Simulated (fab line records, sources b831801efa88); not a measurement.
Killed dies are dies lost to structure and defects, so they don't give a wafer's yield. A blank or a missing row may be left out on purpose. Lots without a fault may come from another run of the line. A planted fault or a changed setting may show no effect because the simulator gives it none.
Which tool did it? | flow sky130 | 12 lots, 36 wafers sampled, at 5 steps of a route of 708

WHAT THE GAUGES READ, wafer by wafer
SKY_CAP2M_THK_MEAS_04: measures by xrf.
lot  | measured     | on            | CAP2M_TIN_THK (nm)
L075 | day 39 08:27 | film_metro-04 | 195.5 196.3 196.8
L077 | day 40 14:13 | film_metro-03 | 197.2 198.2 196.4
L079 | day 40 22:46 | film_metro-04 | 197.3 196.6 198.7
L081 | day 41 17:33 | film_metro-02 | 195.4 198.3 196.4
L083 | day 42 05:26 | film_metro-04 | 197.6 198.0 196.1
L086 | day 42 18:09 | film_metro-02 | 197.3 196.6 196.5
L087 | day 43 08:06 | film_metro-03 | 198.4 197.9 198.3
L089 | day 43 19:14 | film_metro-02 | 194.0 194.2 195.2
L091 | day 44 07:11 | film_metro-03 | 199.0 200.2 197.6
L094 | day 46 01:14 | film_metro-02 | 190.4 190.1 191.3
L095 | day 46 02:54 | film_metro-02 | 193.4 193.6 195.4
L097 | day 46 06:52 | film_metro-04 | 194.8 196.2 199.4

WHICH TOOL RAN EACH LOT (tool, then ch and the chambers of the sampled wafers, then the start)
lot  | SKY_VIA2_STRIP_16                    | SKY_METAL3_SPUTTER_01        | SKY_METAL3_DESCUM_15              | SKY_VIA3_ETCH_14
L075 | plasma_asher-04 ch 0,1, day 35 21:58 | pvd_sputter-03, day 35 23:17 | rie_metal-03 ch 0,1, day 38 03:42 | rie_diel-04 ch 1,2, day 39 06:36
L077 | plasma_asher-02 ch 0,1, day 37 04:12 | pvd_sputter-03, day 37 05:30 | rie_metal-04 ch 1, day 39 09:51   | rie_diel-01 ch 1,3, day 40 12:13
L079 | plasma_asher-03 ch 0,1, day 37 14:14 | pvd_sputter-03, day 37 15:34 | rie_metal-01 ch 0,1, day 39 18:47 | rie_diel-01 ch 1,2,3, day 40 20:30
L081 | plasma_asher-02 ch 0,1, day 38 12:00 | pvd_sputter-04, day 38 13:22 | rie_metal-01 ch 0,1, day 40 14:44 | rie_diel-03 ch 1,2, day 41 15:39
L083 | plasma_asher-03 ch 0,1, day 38 22:41 | pvd_sputter-04, day 38 23:56 | rie_metal-01 ch 0,1, day 41 02:22 | rie_diel-03 ch 1,2, day 42 03:36
L086 | plasma_asher-02 ch 0,1, day 39 13:19 | pvd_sputter-04, day 39 14:37 | rie_metal-01 ch 0,1, day 41 15:15 | rie_diel-01 ch 0, day 42 16:14
L087 | plasma_asher-04 ch 0,1, day 40 03:45 | pvd_sputter-01, day 40 05:08 | rie_metal-03 ch 0,1, day 42 05:39 | rie_diel-01 ch 0,1,3, day 43 06:14
L089 | plasma_asher-03 ch 0,1, day 40 16:04 | pvd_sputter-01, day 40 17:25 | rie_metal-01 ch 0,1, day 42 17:24 | rie_diel-01 ch 0,1, day 43 17:24
L091 | plasma_asher-03 ch 0,1, day 41 04:08 | pvd_sputter-03, day 41 05:34 | rie_metal-03 ch 0,1, day 43 05:18 | rie_diel-03 ch 0,1, day 44 05:20
L094 | plasma_asher-03 ch 0,1, day 43 01:57 | pvd_sputter-04, day 43 04:35 | rie_metal-04 ch 0,1, day 45 00:48 | rie_diel-03 ch 1,2,3, day 45 23:24
L095 | plasma_asher-03 ch 0,1, day 43 03:25 | pvd_sputter-04, day 43 04:53 | rie_metal-03 ch 0, day 45 02:36   | rie_diel-04 ch 2,3, day 46 00:59
L097 | plasma_asher-04 ch 0,1, day 43 09:17 | pvd_sputter-04, day 43 10:34 | rie_metal-03 ch 0,1, day 45 06:37 | rie_diel-04 ch 0,1,3, day 46 05:00
- SKY_VIA2_STRIP_16: strips in O2/N2.
- SKY_METAL3_SPUTTER_01: material TiN, target thk 20 nm, time 16.7 s.
- SKY_METAL3_DESCUM_15: chemistry O2, time 8 s.
- SKY_VIA3_ETCH_14: etches BARC in N2/H2, stops on SiO2, time 45.9 s, target depth 60 nm.

THE ANSWER, worked out from the rows above alone
Rule: what is usual is taken from the lots themselves. Put in order of their means at a reading, lots are off if they are a third of the lots or fewer, leave a main group of 4 or more, and stand apart from it by a gap of 3 or more times the standard deviation of the main group's means; of several such gaps the widest counts. A main group whose means are all the same, to the digits that the tables above print for the reading, isn't used. A lot without any number at a reading at which 4 lots or more have one is off too. The other lots that the step has rows for count as sound.
No lot is off at any reading shown: from this, nothing can be told.

WHAT THE SIMULATOR HAD PUT IN
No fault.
